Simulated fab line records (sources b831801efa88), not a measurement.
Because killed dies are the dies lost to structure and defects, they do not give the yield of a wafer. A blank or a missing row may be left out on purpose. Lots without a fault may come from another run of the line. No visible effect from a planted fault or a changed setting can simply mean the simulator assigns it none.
Which tool was responsible? || flow gf180mcu || route of 602 steps, sampled at 1 step: 14 lots, 42 wafers

WHAT EACH GAUGE READ, for each wafer
GF_M3_CD_MEAS_14: the cd target is 280 nm. Usual: cd-nm reads 280.6 nm (standard deviation 0.96).
{"lot": "L584", "measured": "day 21 12:45", "on": "cd-sem-01", "cd-nm (nm)": "279.2 279.7 278.3", "flag": ""}
{"lot": "L586", "measured": "day 22 08:51", "on": "cd-sem-02", "cd-nm (nm)": "280.3 280.1 279.1", "flag": ""}
{"lot": "L588", "measured": "day 23 02:13", "on": "cd-sem-01", "cd-nm (nm)": "280.3 279.9 281.2", "flag": ""}
{"lot": "L589", "measured": "day 23 10:32", "on": "cd-sem-02", "cd-nm (nm)": "280.9 281.2 279.7", "flag": ""}
{"lot": "L590", "measured": "day 23 17:17", "on": "cd-sem-01", "cd-nm (nm)": "281.4 281.4 280.7", "flag": ""}
{"lot": "L591", "measured": "day 24 08:26", "on": "cd-sem-01", "cd-nm (nm)": "279.5 281.5 279.5", "flag": ""}
{"lot": "L592", "measured": "day 24 16:44", "on": "cd-sem-02", "cd-nm (nm)": "282.0 281.4 281.4", "flag": ""}
{"lot": "L593", "measured": "day 25 01:59", "on": "cd-sem-02", "cd-nm (nm)": "280.8 282.0 281.3", "flag": ""}
{"lot": "L594", "measured": "day 25 06:07", "on": "cd-sem-02", "cd-nm (nm)": "282.2 282.2 282.3", "flag": ""}
{"lot": "L595", "measured": "day 25 16:19", "on": "cd-sem-02", "cd-nm (nm)": "280.0 279.2 279.3", "flag": ""}
{"lot": "L603", "measured": "day 28 02:26", "on": "cd-sem-01", "cd-nm (nm)": "280.5 279.4 280.8", "flag": ""}
{"lot": "L604", "measured": "day 28 05:49", "on": "cd-sem-02", "cd-nm (nm)": "279.7 280.9 280.5", "flag": ""}
{"lot": "L606", "measured": "day 28 20:04", "on": "cd-sem-01", "cd-nm (nm)": "281.1 280.5 281.4", "flag": ""}
{"lot": "L607", "measured": "day 29 03:14", "on": "cd-sem-01", "cd-nm (nm)": "279.8 279.8 279.5", "flag": ""}

WHAT TOOL EACH LOT RAN ON (gives the tool, then ch and the chambers of the sampled wafers, and finally the start)
The record holds no process step before these readings.

WHAT THE TOOLS THEMSELVES READ (means of the sampled wafers that have a number; where no wafer has one, the mark that the record gives instead)
The record holds no such reading with a usual standard deviation.

THE ANSWER, worked out from the rows above alone
Rule: take the mean of a lot's wafers that have a number; if it is more than 3 standard deviations from the usual mean, the lot is off. A lot without any number at a reading at which 4 lots or more have one is off too. Any other lot the step has rows for is counted as sound. First the gauges in route order, then the tools' own readings, where a lot's mean is used as printed above. At the first step where some lot is off, the reading lying furthest off is the one used; lots without a number count as furthest.
No lot is off on any of the readings shown, so nothing can be concluded from this.

WHAT THE SIMULATOR HAD PUT IN
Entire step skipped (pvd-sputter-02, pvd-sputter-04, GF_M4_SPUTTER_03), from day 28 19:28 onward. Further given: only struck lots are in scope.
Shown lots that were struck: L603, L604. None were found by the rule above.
